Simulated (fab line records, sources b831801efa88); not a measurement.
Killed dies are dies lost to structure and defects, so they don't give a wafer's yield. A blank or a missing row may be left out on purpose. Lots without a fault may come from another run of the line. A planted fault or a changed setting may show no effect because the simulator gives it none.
Which tool did it? | flow sky130 | 12 lots, 36 wafers sampled, at 5 steps of a route of 708

WHAT THE GAUGES READ, wafer by wafer
SKY_DNWELL_TW_MEAS_09. Usual: DNWELL_TW 1109, standard deviation 14.
lot  | measured    | on            | DNWELL_TW      | flag
L430 | day 3 11:00 | film_metro-03 | 1126 1124 1122 |
L432 | day 3 20:08 | film_metro-02 | 1125 1123 1117 |
L437 | day 5 07:11 | film_metro-01 | 1088 1091 1093 |
L438 | day 5 10:31 | film_metro-02 | 1121 1124 1124 |
L439 | day 5 11:28 | film_metro-02 | 1118 1118 1115 |
L441 | day 5 22:52 | film_metro-01 | 1086 1089 1089 |
L445 | day 6 19:14 | film_metro-01 | 1100 1106 1099 |
L446 | day 7 00:15 | film_metro-03 | 1115 1114 1107 |
L447 | day 7 07:48 | film_metro-03 | 1107 1115 1108 |
L450 | day 8 19:49 | film_metro-01 | 1112 1114 1118 |
L451 | day 8 19:52 | film_metro-03 | 1099 1098 1100 |
L452 | day 8 20:13 | film_metro-01 | 1116 1116 1109 |

SKY_VT_ADJUST_HVTP_OVL_MEAS_08. Usual: VT_ADJUST_HVTP_OVL 0.5 nm, standard deviation 1.5.
lot  | measured     | on         | VT_ADJUST_HVTP_OVL (nm) | flag
L430 | day 6 08:03  | overlay-01 | -3.1 -0.9 -2.5          |
L432 | day 6 18:05  | overlay-02 | 3.4 1.9 2.5             |
L437 | day 8 11:05  | overlay-02 | -0.7 0.2 1.1            |
L438 | day 8 14:08  | overlay-02 | -0.5 -1.1 0.4           |
L439 | day 8 15:27  | overlay-01 | -0.4 -0.6 -0.8          |
L441 | day 9 04:11  | overlay-02 | 0.8 0.8 2.9             |
L445 | day 10 12:42 | overlay-01 | 1.0 1.5 0.6             |
L446 | day 10 10:41 | overlay-01 | 2.5 1.9 2.2             |
L447 | day 10 21:02 | overlay-02 | 1.4 0.2 1.9             |
L450 | day 12 16:14 | overlay-02 | -0.9 -0.7 0.5           |
L451 | day 12 16:28 | overlay-01 | -3.9 -1.2 -2.0          |
L452 | day 12 16:35 | overlay-02 | 0.7 0.9 0.9             |

SKY_VT_ADJUST_LVTN_TW_MEAS_21. Usual: VT_ADJUST_LVTN_2_TW 188.3, standard deviation 0.97.
lot  | measured     | on            | VT_ADJUST_LVTN_2_TW | flag
L430 | day 7 21:11  | film_metro-02 | 188.6 187.7 188.6   |
L432 | day 8 08:11  | film_metro-02 | 189.4 188.2 187.5   |
L437 | day 10 07:10 | film_metro-04 | 188.8 189.0 188.6   |
L438 | day 10 10:07 | film_metro-04 | 188.6 188.8 188.5   |
L439 | day 10 11:10 | film_metro-04 | 189.4 189.0 188.9   |
L441 | day 11 01:34 | film_metro-02 | 189.1 188.1 188.5   |
L445 | day 12 12:53 | film_metro-03 | 205.4 206.4 206.2   | OFF
L446 | day 12 10:59 | film_metro-03 | 205.8 205.1 205.6   | OFF
L447 | day 12 21:44 | film_metro-04 | 205.5 206.5 207.3   | OFF
L450 | day 14 17:54 | film_metro-02 | 190.4 190.6 189.1   |
L451 | day 14 18:58 | film_metro-03 | 187.1 186.6 186.8   |
L452 | day 14 19:16 | film_metro-03 | 185.9 187.9 187.7   |

WHICH TOOL RAN EACH LOT (tool, then ch and the chambers of the sampled wafers, then the start)
lot  | SKY_VT_ADJUST_LVTN_IMPLANT_19   | SKY_VT_ADJUST_LVTN_STRIP_20
L430 | implanter-04 ch 0, day 7 20:58  | plasma_asher-02 ch 0,1, day 7 21:05
L432 | implanter-03 ch 0, day 8 07:57  | plasma_asher-04 ch 0,1, day 8 08:04
L437 | implanter-04 ch 0, day 10 06:55 | plasma_asher-04 ch 0,1, day 10 07:04
L438 | implanter-04 ch 0, day 10 09:52 | plasma_asher-02 ch 0,1, day 10 10:01
L439 | implanter-03 ch 0, day 10 10:57 | plasma_asher-02 ch 0,1, day 10 11:05
L441 | implanter-02 ch 0, day 11 01:19 | plasma_asher-03 ch 0,1, day 11 01:28
L445 | implanter-03 ch 0, day 12 12:40 | plasma_asher-02 ch 0,1, day 12 12:49
L446 | implanter-03 ch 0, day 12 10:45 | plasma_asher-04 ch 0,1, day 12 10:52
L447 | implanter-03 ch 0, day 12 21:32 | plasma_asher-03 ch 0,1, day 12 21:38
L450 | implanter-02 ch 0, day 14 17:39 | plasma_asher-03 ch 0,1, day 14 17:48
L451 | implanter-04 ch 0, day 14 18:43 | plasma_asher-02 ch 0,1, day 14 18:52
L452 | implanter-02 ch 0, day 14 19:01 | plasma_asher-03 ch 0,1, day 14 19:10
- SKY_VT_ADJUST_LVTN_IMPLANT_19
- SKY_VT_ADJUST_LVTN_STRIP_20: strips in O2/N2.

WHAT THE TOOLS THEMSELVES READ (means of the sampled wafers that have a number; where no wafer has one, the mark that the record gives instead)
SKY_VT_ADJUST_LVTN_IMPLANT_19. Usual: dose_ions_cm2 6.498e+11, standard deviation 7.1e+08; faraday_current_uA 3.67, standard deviation 0.072.
lot  | tool         | dose_ions_cm2 | faraday_current_uA | flag
L430 | implanter-04 | 6.509e+11     | 3.63               |
L432 | implanter-03 | 6.491e+11     | 3.69               |
L437 | implanter-04 | 6.500e+11     | 3.66               |
L438 | implanter-04 | 6.502e+11     | 3.66               |
L439 | implanter-03 | 6.497e+11     | 3.67               |
L441 | implanter-02 | 6.502e+11     | 3.67               |
L445 | implanter-03 | 8.996e+11     | 5.07               | OFF
L446 | implanter-03 | 8.980e+11     | 5.03               | OFF
L447 | implanter-03 | 8.991e+11     | 5.08               | OFF
L450 | implanter-02 | 6.492e+11     | 3.67               |
L451 | implanter-04 | 6.489e+11     | 3.67               |
L452 | implanter-02 | 6.497e+11     | 3.66               |

SKY_VT_ADJUST_LVTN_STRIP_20. Usual: drypump_motor_current_A 5.9 A, standard deviation 0.37; oes_product_au 0.716 a.u., standard deviation 0.0044; strip_time_to_endpoint_s 14.18 s, standard deviation 0.039.
lot  | tool            | drypump_motor_current_A (A) | oes_product_au (a.u.) | strip_time_to_endpoint_s (s) | flag
L430 | plasma_asher-02 | 5.9                         | 0.714                 | 14.23                        |
L432 | plasma_asher-04 | 5.7                         | 0.718                 | 14.19                        |
L437 | plasma_asher-04 | 5.7                         | 0.716                 | 14.16                        |
L438 | plasma_asher-02 | 6.0                         | 0.715                 | 14.13                        |
L439 | plasma_asher-02 | 5.9                         | 0.716                 | 14.15                        |
L441 | plasma_asher-03 | 6.1                         | 0.713                 | 14.18                        |
L445 | plasma_asher-02 | 5.9                         | 0.715                 | 14.24                        |
L446 | plasma_asher-04 | 5.8                         | 0.715                 | 14.20                        |
L447 | plasma_asher-03 | 5.7                         | 0.713                 | 14.14                        |
L450 | plasma_asher-03 | 5.7                         | 0.717                 | 14.20                        |
L451 | plasma_asher-02 | 6.0                         | 0.714                 | 14.19                        |
L452 | plasma_asher-03 | 6.1                         | 0.719                 | 14.14                        |

THE ANSWER, worked out from the rows above alone
Rule: a lot is off if the mean of its wafers that have a number lies more than 3 standard deviations from the usual mean. A lot without any number at a reading at which 4 lots or more have one is off too. The other lots that the step has rows for count as sound. The gauges are gone through in route order, then the tools' own readings, and for those a lot's mean is taken as printed above. The first step at which some lot is off is used, and at that step the reading that is off furthest; a lot without a number counts as furthest.
Off: L445, L446, L447, at SKY_VT_ADJUST_LVTN_TW_MEAS_21 (VT_ADJUST_LVTN_2_TW).
A tool fits if, at a process step before that reading, it ran every lot that is off, and no sound lot after the first of them. The gauges at SKY_VT_ADJUST_LVTN_TW_MEAS_21 aren't tried: what is off there is off at SKY_VT_ADJUST_LVTN_IMPLANT_19 too, on other tools, and a gauge's error can't cause that. One fits: implanter-03 at SKY_VT_ADJUST_LVTN_IMPLANT_19. Its last sound lot is L439 (day 10 10:57), its first lot that is off L446 (day 12 10:45): a fault that began between those two fits.
The tool's own readings at SKY_VT_ADJUST_LVTN_IMPLANT_19 bear it out: on the lots that are off they differ by more than 5 times the standard deviation of the sound lots' means. dose_ions_cm2 reads 8.989e+11 there against 6.498e+11 on the sound lots; faraday_current_uA reads 5.06 there against 3.66 on the sound lots.

WHAT THE SIMULATOR HAD PUT IN
Process parameter drift: implanter-03, from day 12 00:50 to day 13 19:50, at SKY_VT_ADJUST_LVTN_IMPLANT_19. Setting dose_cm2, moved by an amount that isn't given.
Lots struck among those shown: L445, L446, L447. The rule above found the same.
